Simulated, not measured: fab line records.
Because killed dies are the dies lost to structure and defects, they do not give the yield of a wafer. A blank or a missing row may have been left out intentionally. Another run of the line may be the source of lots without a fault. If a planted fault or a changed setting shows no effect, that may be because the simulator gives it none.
What tool caused it? / flow sky130 / 7 lots with 21 wafers sampled at 5 steps, on a route of 708 steps

== WHAT THE GAUGES SHOWED, per wafer ==
SKY_FIELD_ISO_CD_MEAS_13: the cd target is 150 nm. Usual: cdNm at 149.9 nm, with a standard deviation of 1.7.
lot=L397; measured=day 2 11:01; on=cdSem-01; cdNm (nm)=151.4 152.6 151.5; flag=
lot=L399; measured=day 2 21:10; on=cdSem-02; cdNm (nm)=151.5 150.7 151.0; flag=
lot=L407; measured=day 4 14:06; on=cdSem-01; cdNm (nm)=87.9 45.0 23.6 87.7 45.1 24.0; flag=OFF
lot=L410; measured=day 5 05:03; on=cdSem-02; cdNm (nm)=148.7 150.2 148.9; flag=
lot=L413; measured=day 5 21:45; on=cdSem-02; cdNm (nm)=149.3 150.3 149.1; flag=
lot=L415; measured=day 6 07:07; on=cdSem-01; cdNm (nm)=149.2 149.7 149.6; flag=
lot=L416; measured=day 6 12:16; on=cdSem-02; cdNm (nm)=147.9 146.2 148.1; flag=

SKY_VT_ADJUST_HVTP_CD_MEAS_07: the cd target is 380 nm. Usual: cdNm at 378.9 nm, with a standard deviation of 2.2.
lot=L397; measured=day 6 10:26; on=cdSem-02; cdNm (nm)=381.5 379.2 380.1; flag=
lot=L399; measured=day 6 21:41; on=cdSem-01; cdNm (nm)=379.1 378.4 378.9; flag=
lot=L410; measured=day 9 18:03; on=cdSem-01; cdNm (nm)=377.0 378.9 377.9; flag=
lot=L413; measured=day 10 11:40; on=cdSem-02; cdNm (nm)=377.5 378.5 379.3; flag=
lot=L415; measured=day 11 00:28; on=cdSem-02; cdNm (nm)=380.0 377.7 378.4; flag=
lot=L416; measured=day 11 04:06; on=cdSem-02; cdNm (nm)=379.5 379.1 379.8; flag=

SKY_VT_ADJUST_LVTN_OVL_MEAS_07. Usual: VT_ADJUST_LVTN_OVL gives 0.1 nm (standard deviation 1.6).
lot=L397; measured=day 7 07:01; on=overlay-01; VT_ADJUST_LVTN_OVL (nm)=1.2 -1.4 0.7; flag=
lot=L399; measured=day 7 18:04; on=overlay-02; VT_ADJUST_LVTN_OVL (nm)=-0.4 0.5 -1.2; flag=
lot=L410; measured=day 10 15:55; on=overlay-02; VT_ADJUST_LVTN_OVL (nm)=3.2 3.1 1.5; flag=
lot=L413; measured=day 11 09:40; on=overlay-02; VT_ADJUST_LVTN_OVL (nm)=-1.2 -1.8 0.7; flag=
lot=L415; measured=day 11 23:30; on=overlay-01; VT_ADJUST_LVTN_OVL (nm)=0.0 -0.1 -1.4; flag=
lot=L416; measured=day 12 03:16; on=overlay-01; VT_ADJUST_LVTN_OVL (nm)=-0.5 2.0 0.2; flag=

== EACH LOT AND THE TOOL THAT RAN IT (in order: tool; ch and the chambers of the sampled wafers; start) ==
lot=L397; SKY_FIELD_ISO_EXPOSE_10=krfScanner-02 ch 0, day 2 03:37; SKY_VT_ADJUST_HVTP_STRIP_10=plasmaAsher-01 ch 0, day 6 10:44
lot=L399; SKY_FIELD_ISO_EXPOSE_10=krfScanner-01 ch 0, day 2 13:29; SKY_VT_ADJUST_HVTP_STRIP_10=plasmaAsher-03 ch 0,1, day 6 21:59
lot=L407; SKY_FIELD_ISO_EXPOSE_10=krfScanner-01 ch 0, day 4 05:41; SKY_VT_ADJUST_HVTP_STRIP_10=-
lot=L410; SKY_FIELD_ISO_EXPOSE_10=krfScanner-02 ch 0, day 4 19:48; SKY_VT_ADJUST_HVTP_STRIP_10=plasmaAsher-04 ch 0,1, day 9 18:20
lot=L413; SKY_FIELD_ISO_EXPOSE_10=krfScanner-02 ch 0, day 5 12:48; SKY_VT_ADJUST_HVTP_STRIP_10=plasmaAsher-04 ch 0,1, day 10 11:58
lot=L415; SKY_FIELD_ISO_EXPOSE_10=krfScanner-02 ch 0, day 5 21:56; SKY_VT_ADJUST_HVTP_STRIP_10=plasmaAsher-01 ch 0,1, day 11 00:46
lot=L416; SKY_FIELD_ISO_EXPOSE_10=krfScanner-02 ch 0, day 6 03:23; SKY_VT_ADJUST_HVTP_STRIP_10=plasmaAsher-01 ch 0, day 11 04:25
- SKY_FIELD_ISO_EXPOSE_10: exposes mask FOM, target cd 150 nm.
- SKY_VT_ADJUST_HVTP_STRIP_10: strips in O2/N2.

== WHAT THE TOOLS THEMSELVES READ (means of the sampled wafers that have a number; where no wafer has one, the mark that the record gives instead) ==
SKY_FIELD_ISO_EXPOSE_10. Usual: exposureDoseMJCm2 28.001, standard deviation 0.027; focusOffsetNm 0.0 nm, standard deviation 0.61.
lot=L397; tool=krfScanner-02; exposureDoseMJCm2=27.958; focusOffsetNm (nm)=-0.1; flag=
lot=L399; tool=krfScanner-01; exposureDoseMJCm2=27.980; focusOffsetNm (nm)=0.4; flag=
lot=L407; tool=krfScanner-01; exposureDoseMJCm2=25.717; focusOffsetNm (nm)=0.1; flag=OFF
lot=L410; tool=krfScanner-02; exposureDoseMJCm2=27.993; focusOffsetNm (nm)=-1.2; flag=
lot=L413; tool=krfScanner-02; exposureDoseMJCm2=28.033; focusOffsetNm (nm)=0.0; flag=
lot=L415; tool=krfScanner-02; exposureDoseMJCm2=28.011; focusOffsetNm (nm)=-0.2; flag=
lot=L416; tool=krfScanner-02; exposureDoseMJCm2=28.005; focusOffsetNm (nm)=-0.3; flag=

SKY_VT_ADJUST_HVTP_STRIP_10. Usual: chamberPressureMTorr 1499.9 mTorr, standard deviation 1.2; drypumpMotorCurrentA 5.8 A, standard deviation 0.37; oesProductAu 0.716 a.u., standard deviation 0.0043; stripTimeToEndpointS 14.19 s, standard deviation 0.043.
lot=L397; tool=plasmaAsher-01; chamberPressureMTorr (mTorr)=1500.1; drypumpMotorCurrentA (A)=6.4; oesProductAu (a.u.)=0.712; stripTimeToEndpointS (s)=14.19; flag=
lot=L399; tool=plasmaAsher-03; chamberPressureMTorr (mTorr)=1500.9; drypumpMotorCurrentA (A)=5.7; oesProductAu (a.u.)=0.714; stripTimeToEndpointS (s)=14.17; flag=
lot=L410; tool=plasmaAsher-04; chamberPressureMTorr (mTorr)=1500.0; drypumpMotorCurrentA (A)=5.8; oesProductAu (a.u.)=0.719; stripTimeToEndpointS (s)=14.19; flag=
lot=L413; tool=plasmaAsher-04; chamberPressureMTorr (mTorr)=1500.6; drypumpMotorCurrentA (A)=5.8; oesProductAu (a.u.)=0.715; stripTimeToEndpointS (s)=14.19; flag=
lot=L415; tool=plasmaAsher-01; chamberPressureMTorr (mTorr)=1500.0; drypumpMotorCurrentA (A)=5.9; oesProductAu (a.u.)=0.715; stripTimeToEndpointS (s)=14.21; flag=
lot=L416; tool=plasmaAsher-01; chamberPressureMTorr (mTorr)=1500.3; drypumpMotorCurrentA (A)=6.3; oesProductAu (a.u.)=0.720; stripTimeToEndpointS (s)=14.25; flag=

== THE ANSWER, worked out from the rows above alone ==
Rule: take the mean of a lot's wafers that have a number; if it is more than 3 standard deviations from the usual mean, the lot is off. A lot without any number at a reading at which 4 lots or more have one is off too. All remaining lots with rows at the step are treated as sound. Order of review: gauges by route order, followed by the tools' own readings, for which a lot's mean as printed above is used. At the first step where some lot is off, the reading lying furthest off is the one used; lots without a number count as furthest.
Off at SKY_FIELD_ISO_CD_MEAS_13 (cdNm): L407.
A tool fits if, at a process step before that reading, it ran every lot that is off, and no sound lot after the first of them. The gauges at SKY_FIELD_ISO_CD_MEAS_13 aren't tried: what is off there is off at SKY_FIELD_ISO_EXPOSE_10 too, on other tools, and a gauge's error can't cause that. One fits: SKY_FIELD_ISO_EXPOSE_10 on krfScanner-01. A fault onset in the window from L399 (day 2 13:29, its last sound lot) to L407 (day 4 05:41, its first lot off) fits.
On the lots that are off, the tool's own readings at SKY_FIELD_ISO_EXPOSE_10 differ by more than 5 times the standard deviation of the sound lots' means, which bears it out; exposureDoseMJCm2 reads 25.717 there versus 27.997 on the sound lots.

== WHAT HAD BEEN PUT IN BY THE SIMULATOR ==
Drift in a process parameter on krfScanner-01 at SKY_FIELD_ISO_EXPOSE_10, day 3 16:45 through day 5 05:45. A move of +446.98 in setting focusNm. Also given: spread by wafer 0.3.
Shown lots that were struck: L407. The rule above found the same.
